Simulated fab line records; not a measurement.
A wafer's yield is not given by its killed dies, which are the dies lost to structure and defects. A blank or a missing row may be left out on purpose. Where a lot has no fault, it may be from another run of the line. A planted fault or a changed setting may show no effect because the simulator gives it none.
Which tool did it?	flow sky130	8 lots, 24 wafers sampled, at 2 steps of a route of 708

== WHAT THE GAUGES READ, wafer by wafer ==
SKY_VT_ADJUST_HVTP_TW_MEAS_11.
lot	measured	on	VT_ADJUST_HVTP_TW
L842	day 6 01:04	film metro-04	1338 1343 1352
L843	day 6 10:50	film metro-04	1340 1344 1337
L844	day 6 16:05	film metro-01	1355 1353 1360
L845	day 6 22:05	film metro-03	1371 1360 1365
L846	day 7 06:14	film metro-04	1345 1347 1347
L847	day 7 18:21	film metro-01	1354 1358 1354
L848	day 7 21:22	film metro-01	1359 1352 1347
L849	day 7 22:58	film metro-04	1344 1347 1340

== EACH LOT AND THE TOOL THAT RAN IT (in order: tool; ch and the chambers of the sampled wafers; start) ==
lot	SKY_FIELD_ISO_ETCH_17
L842	rie si-01 ch 0,1,3, day 2 06:43
L843	rie si-02 ch 0,2,3, day 2 11:20
L844	rie si-01 ch 0,1, day 2 16:59
L845	rie si-02 ch 0,1,2, day 2 21:29
L846	rie si-01 ch 0,1, day 3 01:17
L847	rie si-02 ch 2,3, day 3 11:00
L848	rie si-02 ch 0,2,3, day 3 14:14
L849	rie si-01 ch 0,1, day 3 16:57
- SKY_FIELD_ISO_ETCH_17: etches Si in HBr/Cl2/O2, target depth 342 nm, time 97.7 s.

== THE ANSWER, worked out from the rows above alone ==
Rule: the lots themselves supply what counts as usual. Put in order of their means at a reading, lots are off if they are a third of the lots or fewer, leave a main group of 4 or more, and stand apart from it by a gap of 3 or more times the standard deviation of the main group's means; of several such gaps the widest counts. A main group is skipped when, at the precision printed for the reading in the tables above, its means are all equal. A lot without any number at a reading at which 4 lots or more have one is off too. All remaining lots with rows at the step are treated as sound.
Across all readings shown, no lot is off: no conclusion can be drawn from this.

== WHAT HAD BEEN PUT IN BY THE SIMULATOR ==
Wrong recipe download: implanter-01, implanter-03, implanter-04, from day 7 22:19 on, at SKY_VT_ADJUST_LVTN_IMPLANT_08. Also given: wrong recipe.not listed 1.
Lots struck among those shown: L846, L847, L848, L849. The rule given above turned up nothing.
